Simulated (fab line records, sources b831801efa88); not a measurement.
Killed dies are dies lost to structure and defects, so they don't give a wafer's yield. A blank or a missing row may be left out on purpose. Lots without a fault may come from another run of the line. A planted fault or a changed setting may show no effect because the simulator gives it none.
Which tool did it? | flow sky130 | 6 lots, 18 wafers sampled, at 3 steps of a route of 708

WHAT THE GAUGES READ, wafer by wafer
SKY_VIA4_BOW_MEAS_03.
lot  | measured     | on            | VIA4_BOW (um)
L722 | day 43 08:41 | film_metro-03 | 81 77 71
L724 | day 43 19:21 | film_metro-03 | 79 89 92
L725 | day 44 03:26 | film_metro-04 | 82 84 79
L730 | day 45 12:13 | film_metro-01 | 91 89 79
L734 | day 46 15:19 | film_metro-03 | 82 73 86
L739 | day 47 17:40 | film_metro-04 | 87 84 78

WHICH TOOL RAN EACH LOT (tool, then ch and the chambers of the sampled wafers, then the start)
lot  | SKY_METAL4_DESCUM_15              | SKY_METAL4_ETCH_16
L722 | rie_metal-03 ch 0,1, day 43 05:39 | rie_metal-03 ch 0,1, day 43 05:41
L724 | rie_metal-03 ch 0,1, day 43 17:52 | rie_metal-03 ch 0,1, day 43 17:55
L725 | rie_metal-03 ch 0,1, day 44 01:56 | rie_metal-03 ch 0,1, day 44 01:59
L730 | rie_metal-01 ch 0,1, day 45 10:45 | rie_metal-01 ch 0,1, day 45 10:47
L734 | rie_metal-04 ch 0,1, day 46 12:36 | rie_metal-04 ch 0,1, day 46 12:38
L739 | rie_metal-03 ch 0, day 47 16:02   | rie_metal-03 ch 0, day 47 16:10
- SKY_METAL4_DESCUM_15: chemistry O2, time 8 s.
- SKY_METAL4_ETCH_16: etches BARC in N2/H2, stops on SiO2, time 85.54 s, target depth 60 nm.

THE ANSWER, worked out from the rows above alone
Rule: what is usual is taken from the lots themselves. Put in order of their means at a reading, lots are off if they are a third of the lots or fewer, leave a main group of 4 or more, and stand apart from it by a gap of 3 or more times the standard deviation of the main group's means; of several such gaps the widest counts. A main group whose means are all the same, to the digits that the tables above print for the reading, isn't used. A lot without any number at a reading at which 4 lots or more have one is off too. The other lots that the step has rows for count as sound.
No lot is off at any reading shown: from this, nothing can be told.

WHAT THE SIMULATOR HAD PUT IN
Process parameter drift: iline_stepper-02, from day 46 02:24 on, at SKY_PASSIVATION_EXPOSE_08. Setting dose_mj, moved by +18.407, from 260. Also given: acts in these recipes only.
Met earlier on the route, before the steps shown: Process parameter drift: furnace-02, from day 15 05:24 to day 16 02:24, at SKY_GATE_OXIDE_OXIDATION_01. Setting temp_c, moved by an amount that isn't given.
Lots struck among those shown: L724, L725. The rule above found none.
